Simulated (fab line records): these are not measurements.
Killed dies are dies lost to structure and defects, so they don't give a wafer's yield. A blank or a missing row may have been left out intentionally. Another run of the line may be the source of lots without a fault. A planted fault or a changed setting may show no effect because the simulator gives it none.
What tool caused it? / flow sky130 / 12 lots, 36 wafers sampled, at 6 steps of a route of 708

WHAT EACH GAUGE READ, for each wafer
SKY_POLY_CUT_CD_MEAS_08: target cd 270 nm. Usual: cd nm 270.4 nm, standard deviation 1.4.
lot=L838; measured=day 25 16:54; on=cd sem-02; cd nm (nm)=270.7 268.4 269.0; flag=
lot=L839; measured=day 25 22:05; on=cd sem-01; cd nm (nm)=270.5 268.3 269.9; flag=
lot=L842; measured=day 27 03:27; on=cd sem-01; cd nm (nm)=272.7 271.2 272.1; flag=
lot=L844; measured=day 27 11:51; on=cd sem-02; cd nm (nm)=270.4 272.3 273.0; flag=
lot=L850; measured=day 29 15:01; on=cd sem-02; cd nm (nm)=268.8 270.1 271.0; flag=
lot=L851; measured=day 30 00:10; on=cd sem-01; cd nm (nm)=272.9 271.1 271.9; flag=
lot=L852; measured=day 30 06:16; on=cd sem-02; cd nm (nm)=271.0 271.6 271.5; flag=
lot=L853; measured=day 30 18:49; on=cd sem-01; cd nm (nm)=270.7 271.8 270.4; flag=
lot=L855; measured=day 31 02:14; on=cd sem-02; cd nm (nm)=271.1 270.6 271.0; flag=
lot=L856; measured=day 31 11:13; on=cd sem-01; cd nm (nm)=269.0 269.0 269.7; flag=
lot=L857; measured=day 31 19:23; on=cd sem-02; cd nm (nm)=271.2 271.2 270.6; flag=
lot=L858; measured=day 32 03:08; on=cd sem-01; cd nm (nm)=269.1 268.9 270.4; flag=

SKY_POLY_CUT_OVL_MEAS_09. Usual: POLY_CUT_OVL typically reads -3 nm, with standard deviation 4.4.
lot=L838; measured=day 25 17:01; on=overlay-02; POLY_CUT_OVL (nm)=-2 2 -4; flag=
lot=L839; measured=day 25 22:11; on=overlay-01; POLY_CUT_OVL (nm)=-7 -6 0; flag=
lot=L842; measured=day 27 03:32; on=overlay-01; POLY_CUT_OVL (nm)=-3 -4 3; flag=
lot=L844; measured=day 27 11:58; on=overlay-02; POLY_CUT_OVL (nm)=6 -11 -10; flag=
lot=L850; measured=day 29 15:05; on=overlay-02; POLY_CUT_OVL (nm)=0 -5 -2; flag=
lot=L851; measured=day 30 00:17; on=overlay-01; POLY_CUT_OVL (nm)=-2 -4 1; flag=
lot=L852; measured=day 30 06:23; on=overlay-02; POLY_CUT_OVL (nm)=-8 -8 1; flag=
lot=L853; measured=day 30 18:56; on=overlay-02; POLY_CUT_OVL (nm)=-7 -6 -10; flag=
lot=L855; measured=day 31 02:20; on=overlay-02; POLY_CUT_OVL (nm)=2 2 -10; flag=
lot=L856; measured=day 31 11:19; on=overlay-02; POLY_CUT_OVL (nm)=-6 -6 -8; flag=
lot=L857; measured=day 31 19:29; on=overlay-02; POLY_CUT_OVL (nm)=-10 -7 -4; flag=
lot=L858; measured=day 32 03:14; on=overlay-01; POLY_CUT_OVL (nm)=-2 4 -1; flag=

SKY_SD_P_CD_MEAS_07: target cd 380 nm. Usual: cd nm 380.7 nm, standard deviation 2.5.
lot=L838; measured=day 26 22:22; on=cd sem-01; cd nm (nm)=379.1 379.7 379.2; flag=
lot=L839; measured=day 27 03:05; on=cd sem-01; cd nm (nm)=377.8 376.9 379.8; flag=
lot=L842; measured=day 28 07:01; on=cd sem-02; cd nm (nm)=381.6 379.6 382.1; flag=
lot=L844; measured=day 28 16:01; on=cd sem-02; cd nm (nm)=381.8 383.9 383.0; flag=
lot=L850; measured=day 30 19:10; on=cd sem-01; cd nm (nm)=381.9 382.9 381.7; flag=
lot=L851; measured=day 31 04:33; on=cd sem-02; cd nm (nm)=381.7 377.8 380.2; flag=
lot=L852; measured=day 31 10:04; on=cd sem-01; cd nm (nm)=379.5 379.3 379.8; flag=
lot=L853; measured=day 31 23:03; on=cd sem-02; cd nm (nm)=377.6 379.9 382.2; flag=
lot=L855; measured=day 32 05:26; on=cd sem-02; cd nm (nm)=384.1 385.2 382.0; flag=
lot=L856; measured=day 32 14:55; on=cd sem-01; cd nm (nm)=382.4 377.9 380.0; flag=
lot=L857; measured=day 32 22:28; on=cd sem-02; cd nm (nm)=376.6 377.9 377.1; flag=
lot=L858; measured=day 33 06:11; on=cd sem-02; cd nm (nm)=378.4 380.5 381.2; flag=

SKY_SD_N_RS_MEAS_16: measures by four-point-probe. Usual: SD_N_RS typically reads 68.58 ohm/sq, with standard deviation 0.11.
lot=L838; measured=day 29 07:10; on=film metro-04; SD_N_RS (ohm/sq)=68.65 68.69 68.71; flag=
lot=L839; measured=day 29 11:14; on=film metro-04; SD_N_RS (ohm/sq)=68.55 68.52 68.62; flag=
lot=L842; measured=day 30 16:32; on=film metro-01; SD_N_RS (ohm/sq)=71.45 71.40 71.46; flag=OFF
lot=L844; measured=day 31 00:25; on=film metro-01; SD_N_RS (ohm/sq)=71.43 71.29 71.47; flag=OFF
lot=L850; measured=day 33 02:48; on=film metro-04; SD_N_RS (ohm/sq)=68.46 68.45 68.59; flag=
lot=L851; measured=day 33 11:49; on=film metro-01; SD_N_RS (ohm/sq)=68.55 68.40 68.59; flag=
lot=L852; measured=day 33 17:28; on=film metro-03; SD_N_RS (ohm/sq)=68.67 68.67 68.88; flag=
lot=L853; measured=day 34 05:41; on=film metro-04; SD_N_RS (ohm/sq)=68.56 68.60 68.80; flag=
lot=L855; measured=day 34 10:55; on=film metro-04; SD_N_RS (ohm/sq)=68.54 68.51 68.65; flag=
lot=L856; measured=day 34 21:29; on=film metro-03; SD_N_RS (ohm/sq)=68.52 68.57 68.47; flag=
lot=L857; measured=day 35 04:04; on=film metro-01; SD_N_RS (ohm/sq)=68.46 68.68 68.60; flag=
lot=L858; measured=day 35 13:20; on=film metro-03; SD_N_RS (ohm/sq)=68.45 68.50 68.58; flag=

SKY_SD_N_RS_MEAS_17: measures by four-point-probe. Usual: SD_P_RS typically reads 147.1 ohm/sq, with standard deviation 0.39.
lot=L838; measured=day 29 07:17; on=film metro-04; SD_P_RS (ohm/sq)=148.1 147.7 147.4; flag=
lot=L839; measured=day 29 11:21; on=film metro-04; SD_P_RS (ohm/sq)=146.7 146.8 146.9; flag=
lot=L842; measured=day 30 16:39; on=film metro-01; SD_P_RS (ohm/sq)=162.6 162.2 162.4; flag=OFF
lot=L844; measured=day 31 00:32; on=film metro-01; SD_P_RS (ohm/sq)=162.6 163.0 162.5; flag=OFF
lot=L850; measured=day 33 02:55; on=film metro-04; SD_P_RS (ohm/sq)=146.7 146.6 147.2; flag=
lot=L851; measured=day 33 11:56; on=film metro-01; SD_P_RS (ohm/sq)=147.0 147.2 147.3; flag=
lot=L852; measured=day 33 17:35; on=film metro-03; SD_P_RS (ohm/sq)=147.5 147.6 148.0; flag=
lot=L853; measured=day 34 05:49; on=film metro-04; SD_P_RS (ohm/sq)=146.9 146.8 147.6; flag=
lot=L855; measured=day 34 11:02; on=film metro-04; SD_P_RS (ohm/sq)=146.9 147.5 147.4; flag=
lot=L856; measured=day 34 21:37; on=film metro-03; SD_P_RS (ohm/sq)=147.0 147.4 146.8; flag=
lot=L857; measured=day 35 04:11; on=film metro-01; SD_P_RS (ohm/sq)=146.9 147.5 147.4; flag=
lot=L858; measured=day 35 13:28; on=film metro-03; SD_P_RS (ohm/sq)=146.8 147.0 147.2; flag=

TOOL THAT RAN EACH LOT (tool first, then ch and the chambers of the sampled wafers, then the start)
lot=L838; SKY_SD_N_RTA_14=rtp anneal-01 ch 0, day 29 06:59
lot=L839; SKY_SD_N_RTA_14=rtp anneal-02 ch 0, day 29 11:02
lot=L842; SKY_SD_N_RTA_14=rtp anneal-01 ch 0, day 30 16:20
lot=L844; SKY_SD_N_RTA_14=rtp anneal-01 ch 0, day 31 00:14
lot=L850; SKY_SD_N_RTA_14=rtp anneal-01 ch 0, day 33 02:35
lot=L851; SKY_SD_N_RTA_14=rtp anneal-02 ch 0, day 33 11:38
lot=L852; SKY_SD_N_RTA_14=rtp anneal-01 ch 0, day 33 17:17
lot=L853; SKY_SD_N_RTA_14=rtp anneal-01 ch 0, day 34 05:31
lot=L855; SKY_SD_N_RTA_14=rtp anneal-01 ch 0, day 34 10:43
lot=L856; SKY_SD_N_RTA_14=rtp anneal-02 ch 0, day 34 21:18
lot=L857; SKY_SD_N_RTA_14=rtp anneal-01 ch 0, day 35 03:53
lot=L858; SKY_SD_N_RTA_14=rtp anneal-02 ch 0, day 35 13:09
- SKY_SD_N_RTA_14: time 2 s.

WHAT THE TOOLS THEMSELVES READ (means of the sampled wafers that have a number; where no wafer has one, the mark that the record gives instead)
SKY_SD_N_RTA_14. Usual: lamp power pct 15.75 %, standard deviation 0.051; wafer_temp_C_max 1077.9, standard deviation 1.4.
lot=L838; tool=rtp anneal-01; lamp power pct (%)=15.70; wafer_temp_C_max=1078.0; flag=
lot=L839; tool=rtp anneal-02; lamp power pct (%)=15.74; wafer_temp_C_max=1077.4; flag=
lot=L842; tool=rtp anneal-01; lamp power pct (%)=15.79; wafer_temp_C_max=1078.5; flag=
lot=L844; tool=rtp anneal-01; lamp power pct (%)=15.72; wafer_temp_C_max=1077.8; flag=
lot=L850; tool=rtp anneal-01; lamp power pct (%)=15.74; wafer_temp_C_max=1076.7; flag=
lot=L851; tool=rtp anneal-02; lamp power pct (%)=15.78; wafer_temp_C_max=1079.0; flag=
lot=L852; tool=rtp anneal-01; lamp power pct (%)=15.71; wafer_temp_C_max=1078.5; flag=
lot=L853; tool=rtp anneal-01; lamp power pct (%)=15.79; wafer_temp_C_max=1077.8; flag=
lot=L855; tool=rtp anneal-01; lamp power pct (%)=15.71; wafer_temp_C_max=1078.7; flag=
lot=L856; tool=rtp anneal-02; lamp power pct (%)=15.74; wafer_temp_C_max=1075.8; flag=
lot=L857; tool=rtp anneal-01; lamp power pct (%)=15.79; wafer_temp_C_max=1077.8; flag=
lot=L858; tool=rtp anneal-02; lamp power pct (%)=15.78; wafer_temp_C_max=1076.8; flag=

THE ANSWER, worked out from the rows above alone
Rule: a lot counts as off when the mean over its wafers that have a number is more than 3 standard deviations away from the usual mean. Also off: a lot with no number at a reading for which 4 or more lots have one. All remaining lots with rows at the step are treated as sound. After the gauges, taken in route order, come the tools' own readings; for these a lot's mean is taken, as printed above. At the first step where some lot is off, the reading lying furthest off is the one used; lots without a number count as furthest.
Off: at SKY_SD_N_RS_MEAS_16 (SD_N_RS), L842, L844.
A tool fits if, at a process step before that reading, it ran every lot that is off, and no sound lot after the first of them. Those tools and the gauges at SKY_SD_N_RS_MEAS_16 are tried in the same way. Of those tried, none fits.

WHAT WAS PUT IN BY THE SIMULATOR
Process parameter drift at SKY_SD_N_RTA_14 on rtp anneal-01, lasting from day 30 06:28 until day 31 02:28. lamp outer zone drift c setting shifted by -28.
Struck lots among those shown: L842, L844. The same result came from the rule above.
